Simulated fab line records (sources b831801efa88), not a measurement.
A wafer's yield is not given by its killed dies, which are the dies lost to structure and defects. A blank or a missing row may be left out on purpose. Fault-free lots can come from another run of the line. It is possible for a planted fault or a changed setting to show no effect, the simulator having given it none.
Split-lot experiment -- flow sky130 -- 18 wafers read across 5 lots, on a route 708 steps long

== THE SPLIT ==
At SKY_CAPM_METAL_ETCH_13 (etches TiN in Cl2/BCl3, stops on SiO2, target depth 220 nm, time 62.9 s), the setting time-s was moved away from the recipe's 62.9 s on 6 of the 18 wafers read, by -13.8% to +14.8%. This setting was run at the recipe's value on the other wafers.

The split's own step is where the reading is taken.

== THE READING ==
NOVOLAK_of_CAPM_COAT_07.thk-nm (the simulator's own value, which no gauge read), in nm, at SKY_CAPM_METAL_ETCH_13 (etches TiN in Cl2/BCl3, stops on SiO2, target depth 220 nm, time 62.9 s). There is no usual value for it anywhere in the file. Across the 12 wafers here that went through the recipe, the average is 992.8 nm and the standard deviation 3.6 nm.

wafer,"tool, chamber at the split","time-s as run, s",against the recipe,"NOVOLAK_of_CAPM_COAT_07.thk-nm, nm",against lot-mates on the recipe
L079.1,"rie-metal-04, 0",62.9,recipe,991.6,-
L079.2,"rie-metal-04, 1",66.65,+6.0%,985.9,-6.8
L079.3,"rie-metal-04, 0",62.9,recipe,990.1,-
L079.4,"rie-metal-04, 1",66.65,+6.0%,983.6,-9.1
L079.6,"rie-metal-04, 0",62.9,recipe,996.3,-
L080.2,"rie-metal-04, 0",62.9,recipe,993.1,-
L080.5,"rie-metal-04, 0",62.9,recipe,992.8,-
L080.6,"rie-metal-04, 1",54.23,-13.8%,1017,+24.0
L081.1,"rie-metal-04, 0",62.9,recipe,993.4,-
L081.2,"rie-metal-04, 1",62.9,recipe,998.6,-
L081.3,"rie-metal-04, 1",62.9,recipe,998,-
L084.2,"rie-metal-02, 1",62.9,recipe,989,-
L084.3,"rie-metal-02, 0",72.2,+14.8%,966.3,-20.8
L084.4,"rie-metal-02, 1",72.2,+14.8%,967,-20.1
L084.5,"rie-metal-02, 1",62.9,recipe,985.2,-
L084.6,"rie-metal-02, 0",72.2,+14.8%,961.7,-25.4
L085.1,"rie-metal-01, 1",62.9,recipe,992.4,-
L085.3,"rie-metal-01, 1",62.9,recipe,993.6,-

FIT RESULTS
A straight line over all 18 wafers: NOVOLAK_of_CAPM_COAT_07.thk-nm changes by -1.82 nm for each +1% of time-s; r = -0.97; the points scatter about the line by 3.5 nm.
The same after taking each lot's own level away (the mean of its wafers on the recipe; 18 wafers): -1.55 nm for each +1%; r = -0.98; scatter 2.1 nm.
According to that fit, moving time-s by its largest amount changes the reading by 23 nm.
From 987.10 to 996.67 nm: that is the span of the lots' own levels, equal to 2.7 times the standard deviation above.
So the slope is not independent of the lot-to-lot level: the two fits are not the same.
Check: with one of the wafers moved furthest among these (+14.8%) left out of the fit, the line predicts -23.1 nm for it against its lot-mates. It came out at -20.8 nm against them.

== THESE WAFERS: OTHER SPLITS ==
Other splits were also applied to these wafers ahead of the reading. Each is held against what the fit with the lots' levels taken away leaves over:
other split on the same wafers,wafers away from the commonest value,r with NOVOLAK_of_CAPM_COAT_07.thk-nm (lot level and that fit taken away)
SKY_CAPM_SPUTTER_02 power-w,0,-

== THE WHOLE CHAIN: every reading that the file lists as answering this split, in the file's order ==
step,what it does,reading,change (the file's fit),r (the file's)
SKY_CAPM_METAL_ETCH_13,"etches TiN in Cl2/BCl3, stops on SiO2, target depth 220 nm, time 62.9 s","NOVOLAK_of_CAPM_COAT_07.thk-nm (the simulator's own value, which no gauge read)",-1.55 nm for each +1% of the setting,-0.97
SKY_CAPM_STRIP_14,strips in O2/N2,strip-time-to-endpoint-s,withheld for each +1% of the setting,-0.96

== THE FILE'S OWN FIT ==
NOVOLAK_of_CAPM_COAT_07.thk-nm changes by -1.55 nm for each +1% of time-s, r = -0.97.
